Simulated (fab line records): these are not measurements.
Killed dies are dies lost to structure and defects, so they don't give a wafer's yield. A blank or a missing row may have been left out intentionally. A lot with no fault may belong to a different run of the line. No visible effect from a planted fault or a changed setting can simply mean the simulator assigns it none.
The tool behind it: which one? | flow gf180mcu | 12 lots (36 wafers sampled), 1 step of a 602-step route

## WHAT THE GAUGES READ, wafer by wafer
GF_HV_LDD_OVL_MEAS_32.
lot  | measured     | on         | HV_LDD_02_OVL (nm)
L075 | day 12 01:31 | overlay-01 | 1.8 1.3 1.8
L077 | day 12 14:53 | overlay-01 | 2.8 1.4 0.8
L079 | day 13 03:44 | overlay-02 | 1.5 1.9 3.2
L081 | day 13 21:40 | overlay-01 | 2.7 1.3 2.6
L083 | day 14 08:34 | overlay-02 | -0.7 0.8 1.7
L085 | day 15 02:36 | overlay-02 | 0.7 3.0 0.2
L087 | day 15 17:43 | overlay-02 | 2.3 0.4 0.9
L089 | day 16 09:40 | overlay-02 | 3.1 0.6 0.3
L091 | day 17 03:54 | overlay-01 | 1.7 2.3 1.4
L093 | day 17 23:30 | overlay-01 | -0.8 -0.6 -1.4
L095 | day 18 09:26 | overlay-01 | 0.6 -0.6 0.0
L097 | day 19 03:11 | overlay-02 | 2.6 0.1 1.7

## EACH LOT AND THE TOOL THAT RAN IT (in order: tool; ch and the chambers of the sampled wafers; start)
There is no process step in the record ahead of these readings.

## THE ANSWER, worked out from the rows above alone
Rule: the usual values come from the lots themselves. The widest of any qualifying gaps counts: lots, ordered by their means at a reading, are off when they make up no more than a third of the lots, leave a main group of 4 or more, and stand apart from it by 3 or more times the standard deviation of that group's means. If all means in a main group match to the digits the tables above print for the reading, that group is not used. Also off: a lot with no number at a reading for which 4 or more lots have one. All remaining lots with rows at the step are treated as sound.
No lot is off on any of the readings shown, so nothing can be concluded from this.

## WHAT WAS PUT IN BY THE SIMULATOR
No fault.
